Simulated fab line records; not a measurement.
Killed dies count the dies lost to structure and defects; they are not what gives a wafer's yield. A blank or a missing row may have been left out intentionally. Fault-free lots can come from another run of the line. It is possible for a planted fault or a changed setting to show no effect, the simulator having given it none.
Matching of chambers -- flow sky130 -- 4 sister chambers for SKY_CONTACT_CMP_04 on cmp-01
The step polishes SiO2. 14 wafers are shown with their chamber, then 7 later ones without.

WAFERS PAIRED WITH THEIR CHAMBERS
wafer,chamber,motor_current_A (A),retaining_ring_pressure_frac,edge_zone_pressure_frac
L296.1,2,12.5,0.998,0.997
L296.3,0,10.8,1.000,0.999
L296.5,2,12.1,1.007,0.989
L298.1,0,11.7,1.002,1.000
L298.4,1,10.2,1.000,0.994
L298.5,0,10.9,0.995,0.995
L299.2,1,10.9,0.998,1.010
L299.4,2,11.7,1.001,0.998
L299.5,0,10.7,1.009,0.994
L305.3,0,10.9,1.001,1.006
L305.5,3,10.3,1.004,0.997
L305.6,0,11.2,1.000,1.005
L316.1,0,10.4,0.999,1.005
L316.3,2,12.0,1.009,1.000

SIGNATURES (averages over the wafers above)
reading,chamber 0,chamber 1,chamber 2,chamber 3,scatter within a chamber
motor_current_A,10.943,10.550,12.075,10.300,0.399
retaining_ring_pressure_frac,1.00086,0.99900,1.00375,1.00400,0.00433
edge_zone_pressure_frac,1.00057,1.00200,0.99600,0.99700,0.00586
Rule: for a wafer and a chamber, the distance is found by dividing, reading by reading, the gap between the wafer's reading and the chamber's mean by the reading's scatter, squaring, summing and taking the root. The wafer belongs to the nearest chamber; if the next one is less than 2 further off, it can't be placed. The scatter: the root of (the sum of the squares of (reading less its chamber's mean) over the shown wafers, divided by (wafers less chambers)).

WAFERS WITHOUT THEIR CHAMBER
wafer,motor_current_A (A),retaining_ring_pressure_frac,edge_zone_pressure_frac
L316.4,10.4,1.009,1.002
L317.1,10.8,0.998,0.996
L317.3,10.8,1.005,1.001
L317.5,12.0,1.002,0.999
L319.4,12.0,0.997,0.996
L319.5,11.2,0.997,0.989
L319.6,11.0,0.994,0.996

EACH ONE'S CHAMBER
wafer,from the rows above,in truth
L316.4,can't be placed: 3 or 0 or 1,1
L317.1,can't be placed: 0 or 1 or 3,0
L317.3,can't be placed: 0 or 3 or 1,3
L317.5,can't be placed: 2 or 0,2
L319.4,can't be placed: 2 or 0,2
L319.5,can't be placed: 0 or 1 or 2 or 3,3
L319.6,can't be placed: 0 or 1 or 3 or 2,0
0 of 7 placed correctly. From these rows, 7 cannot be placed; in 7 the true chamber is one of the candidates. Wrongly placed: 0.
